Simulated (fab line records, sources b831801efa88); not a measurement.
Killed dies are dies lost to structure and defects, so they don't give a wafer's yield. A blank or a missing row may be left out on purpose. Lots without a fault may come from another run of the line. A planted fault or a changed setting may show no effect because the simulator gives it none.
Which tool did it? | flow gf180mcu | 12 lots, 36 wafers sampled, at 1 step of a route of 602

WHAT THE GAUGES READ, wafer by wafer
GF_POLY_GATE_THK_MEAS_17.
lot  | measured     | on            | POLY_GATE_OXIDATION_THK (nm)
L075 | day 9 11:36  | film_metro-04 | 3.98 3.93 3.89
L077 | day 9 22:01  | film_metro-04 | 3.94 3.91 3.93
L079 | day 10 16:32 | film_metro-04 | 3.88 3.80 3.75
L081 | day 11 12:23 | film_metro-01 | 3.98 3.99 3.97
L083 | day 12 00:55 | film_metro-04 | 4.01 3.89 4.01
L085 | day 12 22:20 | film_metro-04 | 4.09 4.22 4.11
L087 | day 13 15:52 | film_metro-04 | 4.04 4.00 4.00
L090 | day 14 02:55 | film_metro-01 | 4.02 4.06 4.01
L091 | day 14 10:46 | film_metro-04 | 4.08 4.10 4.10
L093 | day 15 04:10 | film_metro-02 | 3.95 3.96 3.95
L095 | day 15 11:58 | film_metro-04 | 3.91 3.93 3.92
L097 | day 16 06:16 | film_metro-04 | 4.03 4.04 4.06

WHICH TOOL RAN EACH LOT (tool, then ch and the chambers of the sampled wafers, then the start)
The record holds no process step before these readings.

THE ANSWER, worked out from the rows above alone
Rule: what is usual is taken from the lots themselves. Put in order of their means at a reading, lots are off if they are a third of the lots or fewer, leave a main group of 4 or more, and stand apart from it by a gap of 3 or more times the standard deviation of the main group's means; of several such gaps the widest counts. A main group whose means are all the same, to the digits that the tables above print for the reading, isn't used. A lot without any number at a reading at which 4 lots or more have one is off too. The other lots that the step has rows for count as sound.
No lot is off at any reading shown: from this, nothing can be told.

WHAT THE SIMULATOR HAD PUT IN
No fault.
